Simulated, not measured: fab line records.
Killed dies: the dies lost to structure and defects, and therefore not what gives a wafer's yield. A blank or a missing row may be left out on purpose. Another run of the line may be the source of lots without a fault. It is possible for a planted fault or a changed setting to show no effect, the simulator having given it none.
Matching of chambers / flow gf180mcu / GF_V2_CMP_26 on cmp-01: 4 sister chambers
The step polishes, stops on SiO2, t overpolish 15 s, target thk 0 nm. 22 wafers are shown with their chamber, then 11 later ones without.

## WAFERS PAIRED WITH THEIR CHAMBERS
wafer=L129.1; chamber=3; motor_current_A (A)=12.1; time_to_endpoint_s (s)=83.7; overpolish_run_s (s)=15.024
wafer=L129.2; chamber=1; motor_current_A (A)=10.7; time_to_endpoint_s (s)=82.3; overpolish_run_s (s)=14.988
wafer=L129.6; chamber=1; motor_current_A (A)=11.0; time_to_endpoint_s (s)=85.1; overpolish_run_s (s)=15.014
wafer=L131.2; chamber=3; motor_current_A (A)=12.3; time_to_endpoint_s (s)=82.2; overpolish_run_s (s)=14.990
wafer=L131.3; chamber=1; motor_current_A (A)=10.6; time_to_endpoint_s (s)=81.1; overpolish_run_s (s)=15.005
wafer=L131.5; chamber=0; motor_current_A (A)=10.0; time_to_endpoint_s (s)=87.3; overpolish_run_s (s)=15.001
wafer=L133.1; chamber=2; motor_current_A (A)=10.4; time_to_endpoint_s (s)=83.6; overpolish_run_s (s)=15.019
wafer=L133.3; chamber=0; motor_current_A (A)=10.3; time_to_endpoint_s (s)=86.5; overpolish_run_s (s)=14.978
wafer=L133.6; chamber=0; motor_current_A (A)=10.3; time_to_endpoint_s (s)=84.7; overpolish_run_s (s)=15.015
wafer=L136.1; chamber=2; motor_current_A (A)=10.0; time_to_endpoint_s (s)=80.4; overpolish_run_s (s)=14.985
wafer=L136.4; chamber=3; motor_current_A (A)=11.9; time_to_endpoint_s (s)=77.6; overpolish_run_s (s)=14.977
wafer=L136.6; chamber=3; motor_current_A (A)=11.8; time_to_endpoint_s (s)=81.7; overpolish_run_s (s)=15.010
wafer=L138.1; chamber=2; motor_current_A (A)=10.0; time_to_endpoint_s (s)=81.9; overpolish_run_s (s)=15.006
wafer=L138.5; chamber=2; motor_current_A (A)=10.4; time_to_endpoint_s (s)=82.5; overpolish_run_s (s)=15.001
wafer=L138.6; chamber=1; motor_current_A (A)=10.7; time_to_endpoint_s (s)=82.2; overpolish_run_s (s)=14.997
wafer=L140.1; chamber=0; motor_current_A (A)=10.6; time_to_endpoint_s (s)=79.5; overpolish_run_s (s)=15.008
wafer=L140.2; chamber=1; motor_current_A (A)=10.9; time_to_endpoint_s (s)=78.6; overpolish_run_s (s)=14.997
wafer=L140.4; chamber=2; motor_current_A (A)=10.1; time_to_endpoint_s (s)=80.7; overpolish_run_s (s)=15.005
wafer=L145.2; chamber=0; motor_current_A (A)=9.8; time_to_endpoint_s (s)=80.0; overpolish_run_s (s)=14.998
wafer=L145.3; chamber=1; motor_current_A (A)=10.8; time_to_endpoint_s (s)=79.8; overpolish_run_s (s)=14.993
wafer=L145.5; chamber=0; motor_current_A (A)=10.1; time_to_endpoint_s (s)=81.0; overpolish_run_s (s)=15.002
wafer=L146.2; chamber=0; motor_current_A (A)=10.2; time_to_endpoint_s (s)=85.3; overpolish_run_s (s)=15.007

SIGNATURES, as means of the wafers listed above
reading=motor_current_A; chamber 0=10.186; chamber 1=10.783; chamber 2=10.180; chamber 3=12.025; scatter within a chamber=0.212
reading=time_to_endpoint_s; chamber 0=83.471; chamber 1=81.517; chamber 2=81.820; chamber 3=81.300; scatter within a chamber=2.53
reading=overpolish_run_s; chamber 0=15.00129; chamber 1=14.99900; chamber 2=15.00320; chamber 3=15.00025; scatter within a chamber=0.0132
Rule: for each reading, subtract the chamber's mean from the wafer's reading, divide by that reading's scatter and square the result; add these up over the readings and take the root, which gives the wafer's distance from the chamber. The wafer belongs to the nearest chamber; if the next one is less than 2 further off, it can't be placed. The scatter is the square root of a quotient: the sum, over the shown wafers, of each reading's squared deviation from its chamber's mean, divided by wafers minus chambers.

## WAFERS WITHOUT THEIR CHAMBER
wafer=L146.4; motor_current_A (A)=10.1; time_to_endpoint_s (s)=84.9; overpolish_run_s (s)=15.001
wafer=L146.5; motor_current_A (A)=10.1; time_to_endpoint_s (s)=84.0; overpolish_run_s (s)=14.995
wafer=L150.1; motor_current_A (A)=11.6; time_to_endpoint_s (s)=81.8; overpolish_run_s (s)=15.008
wafer=L150.4; motor_current_A (A)=10.6; time_to_endpoint_s (s)=85.5; overpolish_run_s (s)=15.000
wafer=L150.6; motor_current_A (A)=10.3; time_to_endpoint_s (s)=83.5; overpolish_run_s (s)=15.013
wafer=L151.2; motor_current_A (A)=11.9; time_to_endpoint_s (s)=82.1; overpolish_run_s (s)=15.007
wafer=L151.4; motor_current_A (A)=10.0; time_to_endpoint_s (s)=85.1; overpolish_run_s (s)=14.990
wafer=L151.5; motor_current_A (A)=11.5; time_to_endpoint_s (s)=84.3; overpolish_run_s (s)=15.016
wafer=L152.2; motor_current_A (A)=11.5; time_to_endpoint_s (s)=85.9; overpolish_run_s (s)=14.995
wafer=L152.4; motor_current_A (A)=10.3; time_to_endpoint_s (s)=88.6; overpolish_run_s (s)=15.008
wafer=L152.5; motor_current_A (A)=12.0; time_to_endpoint_s (s)=86.6; overpolish_run_s (s)=15.006

## THE CHAMBER EACH PASSED THROUGH
wafer=L146.4; from the rows above=can't be placed: 0 or 2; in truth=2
wafer=L146.5; from the rows above=can't be placed: 0 or 2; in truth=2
wafer=L150.1; from the rows above=can't be placed: 3 or 1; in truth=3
wafer=L150.4; from the rows above=can't be placed: 1 or 0 or 2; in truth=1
wafer=L150.6; from the rows above=can't be placed: 0 or 2 or 1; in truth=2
wafer=L151.2; from the rows above=3; in truth=3
wafer=L151.4; from the rows above=can't be placed: 0 or 2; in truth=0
wafer=L151.5; from the rows above=can't be placed: 3 or 1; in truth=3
wafer=L152.2; from the rows above=can't be placed: 3 or 1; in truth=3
wafer=L152.4; from the rows above=can't be placed: 0 or 2 or 1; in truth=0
wafer=L152.5; from the rows above=3; in truth=3
Placed correctly: 2 of 11. Unplaceable from these rows: 9, with the true chamber sitting among the candidates in 9. Placed wrongly: 0.
